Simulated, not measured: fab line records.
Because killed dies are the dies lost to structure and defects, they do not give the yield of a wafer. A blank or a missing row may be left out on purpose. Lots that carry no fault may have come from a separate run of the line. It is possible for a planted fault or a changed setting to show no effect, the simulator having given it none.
What tool caused it? :: flow sky130 :: 72 wafers from 24 lots sampled at 2 of the route's 708 steps

WHAT THE GAUGES SHOWED, per wafer
SKY_SONOS_ONO_THK_MEAS_05.
lot: L074
measured: day 11 13:06
on: film_metro-03
SONOS_ONO_CVD_04_THK (nm): 5.48 5.49 5.46

lot: L075
measured: day 11 22:04
on: film_metro-03
SONOS_ONO_CVD_04_THK (nm): 5.53 5.63 5.68

lot: L076
measured: day 12 04:38
on: film_metro-03
SONOS_ONO_CVD_04_THK (nm): 5.85 5.83 5.74

lot: L077
measured: day 12 14:08
on: film_metro-03
SONOS_ONO_CVD_04_THK (nm): 5.59 5.70 5.64

lot: L078
measured: day 12 22:58
on: film_metro-03
SONOS_ONO_CVD_04_THK (nm): 5.57 5.51 5.53

lot: L079
measured: day 13 05:50
on: film_metro-01
SONOS_ONO_CVD_04_THK (nm): 5.73 5.77 5.72

lot: L080
measured: day 13 17:41
on: film_metro-01
SONOS_ONO_CVD_04_THK (nm): 5.77 5.90 5.82

lot: L081
measured: day 13 21:48
on: film_metro-01
SONOS_ONO_CVD_04_THK (nm): 5.62 5.60 5.72

lot: L082
measured: day 14 10:02
on: film_metro-03
SONOS_ONO_CVD_04_THK (nm): 5.54 5.59 5.61

lot: L083
measured: day 14 16:18
on: film_metro-01
SONOS_ONO_CVD_04_THK (nm): 5.97 5.82 5.94

lot: L084
measured: day 14 20:31
on: film_metro-01
SONOS_ONO_CVD_04_THK (nm): 5.70 5.66 5.75

lot: L085
measured: day 15 09:10
on: film_metro-04
SONOS_ONO_CVD_04_THK (nm): 5.85 5.93 5.90

lot: L086
measured: day 15 15:40
on: film_metro-04
SONOS_ONO_CVD_04_THK (nm): 5.82 5.88 5.81

lot: L087
measured: day 16 02:37
on: film_metro-04
SONOS_ONO_CVD_04_THK (nm): 5.86 5.74 5.81

lot: L088
measured: day 16 12:46
on: film_metro-03
SONOS_ONO_CVD_04_THK (nm): 5.58 5.63 5.50

lot: L089
measured: day 16 14:00
on: film_metro-03
SONOS_ONO_CVD_04_THK (nm): 5.75 5.74 5.65

lot: L090
measured: day 16 23:24
on: film_metro-01
SONOS_ONO_CVD_04_THK (nm): 5.73 5.65 5.70

lot: L091
measured: day 17 04:20
on: film_metro-04
SONOS_ONO_CVD_04_THK (nm): 5.68 5.73 5.73

lot: L092
measured: day 17 09:26
on: film_metro-01
SONOS_ONO_CVD_04_THK (nm): 5.86 5.78 5.81

lot: L093
measured: day 17 23:01
on: film_metro-04
SONOS_ONO_CVD_04_THK (nm): 5.53 5.70 5.66

lot: L094
measured: day 18 05:31
on: film_metro-01
SONOS_ONO_CVD_04_THK (nm): 5.83 5.97 5.98

lot: L095
measured: day 18 15:49
on: film_metro-01
SONOS_ONO_CVD_04_THK (nm): 5.66 5.78 5.61

lot: L096
measured: day 18 19:52
on: film_metro-01
SONOS_ONO_CVD_04_THK (nm): 5.87 5.78 5.88

lot: L097
measured: day 19 04:08
on: film_metro-01
SONOS_ONO_CVD_04_THK (nm): 5.76 5.82 5.69

SKY_SONOS_ONO_CD_MEAS_13: target cd 410 nm.
lot: L074
measured: day 12 13:48
on: cd_sem-01
cd_nm (nm): 412.3 411.6 412.0

lot: L075
measured: day 12 22:10
on: cd_sem-02
cd_nm (nm): 405.4 408.1 406.4

lot: L076
measured: day 13 04:43
on: cd_sem-01
cd_nm (nm): 410.8 411.8 408.9

lot: L077
measured: day 13 14:53
on: cd_sem-02
cd_nm (nm): 410.6 407.6 409.6

lot: L078
measured: day 13 23:30
on: cd_sem-02
cd_nm (nm): 411.0 411.0 411.9

lot: L079
measured: day 14 06:37
on: cd_sem-02
cd_nm (nm): 406.4 409.1 408.0

lot: L080
measured: day 14 19:32
on: cd_sem-01
cd_nm (nm): 409.7 410.0 407.5

lot: L081
measured: day 15 00:23
on: cd_sem-01
cd_nm (nm): 413.2 414.8 414.8

lot: L082
measured: day 15 13:02
on: cd_sem-01
cd_nm (nm): 404.0 403.6 401.3

lot: L083
measured: day 15 18:49
on: cd_sem-01
cd_nm (nm): 414.0 415.3 412.5

lot: L084
measured: day 15 23:53
on: cd_sem-01
cd_nm (nm): 411.9 410.7 411.6

lot: L085
measured: day 16 12:49
on: cd_sem-01
cd_nm (nm): 411.7 411.0 409.2

lot: L086
measured: day 16 19:30
on: cd_sem-02
cd_nm (nm): 408.0 408.5 406.7

lot: L087
measured: day 17 06:23
on: cd_sem-02
cd_nm (nm): 412.7 411.9 410.7

lot: L088
measured: day 17 17:37
on: cd_sem-01
cd_nm (nm): 411.4 412.7 409.6

lot: L089
measured: day 17 18:52
on: cd_sem-01
cd_nm (nm): 408.2 409.0 410.1

lot: L090
measured: day 18 03:48
on: cd_sem-01
cd_nm (nm): 408.4 409.3 409.7

lot: L091
measured: day 18 09:38
on: cd_sem-02
cd_nm (nm): 410.6 410.2 409.2

lot: L092
measured: day 18 15:16
on: cd_sem-02
cd_nm (nm): 411.5 410.5 407.7

lot: L093
measured: day 19 04:33
on: cd_sem-01
cd_nm (nm): 407.5 407.2 407.8

lot: L094
measured: day 19 11:24
on: cd_sem-01
cd_nm (nm): 409.0 408.9 410.8

lot: L095
measured: day 19 22:07
on: cd_sem-01
cd_nm (nm): 413.6 412.6 411.0

lot: L096
measured: day 20 02:21
on: cd_sem-01
cd_nm (nm): 409.6 410.8 410.2

lot: L097
measured: day 20 10:28
on: cd_sem-01
cd_nm (nm): 406.5 408.3 407.7

WHAT TOOL EACH LOT RAN ON (gives the tool, then ch and the chambers of the sampled wafers, and finally the start)
The record shows no process step preceding these readings.

AS READ BY THE TOOLS THEMSELVES (means over the sampled wafers that have a number; for cases with no such wafer, the mark the record gives instead)
The record holds no such reading with a usual standard deviation.

THE ANSWER, worked out from the rows above alone
Rule: the usual values come from the lots themselves. The widest of any qualifying gaps counts: lots, ordered by their means at a reading, are off when they make up no more than a third of the lots, leave a main group of 4 or more, and stand apart from it by 3 or more times the standard deviation of that group's means. A main group is skipped when, at the precision printed for the reading in the tables above, its means are all equal. A lot without any number at a reading at which 4 lots or more have one is off too. All remaining lots with rows at the step are treated as sound. After the gauges, taken in route order, come the tools' own readings; for these a lot's mean is taken, as printed above. The first step at which some lot is off is used, and at that step the reading that is off furthest; a lot without a number counts as furthest.
No lot is off on any of the readings shown, so nothing can be concluded from this.

WHAT THE SIMULATOR HAD INSERTED
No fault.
